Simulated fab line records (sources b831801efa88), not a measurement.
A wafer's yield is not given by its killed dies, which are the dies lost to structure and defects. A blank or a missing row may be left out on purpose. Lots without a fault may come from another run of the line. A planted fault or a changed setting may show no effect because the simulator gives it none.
What tool caused it? + flow sky130 + 6 lots, 18 wafers sampled, at 2 steps of a route of 708

WHAT EACH GAUGE READ, for each wafer
SKY_SD_N_RS_MEAS_16: the measuring method here is four-point-probe.
| lot  | measured     | on            | SD_N_RS (ohm/sq)  |
|------|--------------|---------------|-------------------|
| L207 | day 28 21:26 | film metro-04 | 68.64 68.59 68.43 |
| L209 | day 29 06:42 | film metro-02 | 68.53 68.51 68.45 |
| L212 | day 30 06:55 | film metro-01 | 68.63 68.65 68.43 |
| L219 | day 32 08:47 | film metro-01 | 67.33 67.52 67.23 |
| L224 | day 34 02:08 | film metro-01 | 68.60 68.53 68.71 |
| L228 | day 35 05:13 | film metro-02 | 68.52 68.81 68.70 |

WHAT TOOL EACH LOT RAN ON (gives the tool, then ch and the chambers of the sampled wafers, and finally the start)
| lot  | SKY_SD_N_RTA_14                  |
|------|----------------------------------|
| L207 | rtp anneal-02 ch 0, day 28 21:15 |
| L209 | rtp anneal-01 ch 0, day 29 06:31 |
| L212 | rtp anneal-01 ch 0, day 30 06:44 |
| L219 | rtp anneal-01 ch 0, day 32 08:36 |
| L224 | rtp anneal-02 ch 0, day 34 01:58 |
| L228 | rtp anneal-02 ch 0, day 35 05:02 |
- SKY_SD_N_RTA_14: time 2 s.

THE ANSWER, worked out from the rows above alone
Rule: the lots themselves supply what counts as usual. The widest of any qualifying gaps counts: lots, ordered by their means at a reading, are off when they make up no more than a third of the lots, leave a main group of 4 or more, and stand apart from it by 3 or more times the standard deviation of that group's means. If all means in a main group match to the digits the tables above print for the reading, that group is not used. A lot without any number at a reading at which 4 lots or more have one is off too. All remaining lots with rows at the step are treated as sound.
Off: L219, at SKY_SD_N_RS_MEAS_16 (SD_N_RS). Mean 68.58 ohm/sq and standard deviation 0.06 in the main group.
If a tool, at a process step before that reading, ran all the lots that are off and no sound lot after the first of them, it fits. Gauges at SKY_SD_N_RS_MEAS_16: tried the same way as those tools. One fits: SKY_SD_N_RTA_14 on rtp anneal-01. A fault onset in the window from L212 (day 30 06:44, its last sound lot) to L219 (day 32 08:36, its first lot off) fits.

WHAT HAD BEEN PUT IN BY THE SIMULATOR
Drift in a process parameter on rtp anneal-01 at SKY_SD_N_RTA_14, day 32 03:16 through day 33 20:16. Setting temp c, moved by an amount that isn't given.
Struck lots among those shown: L219. The rule above found the same.
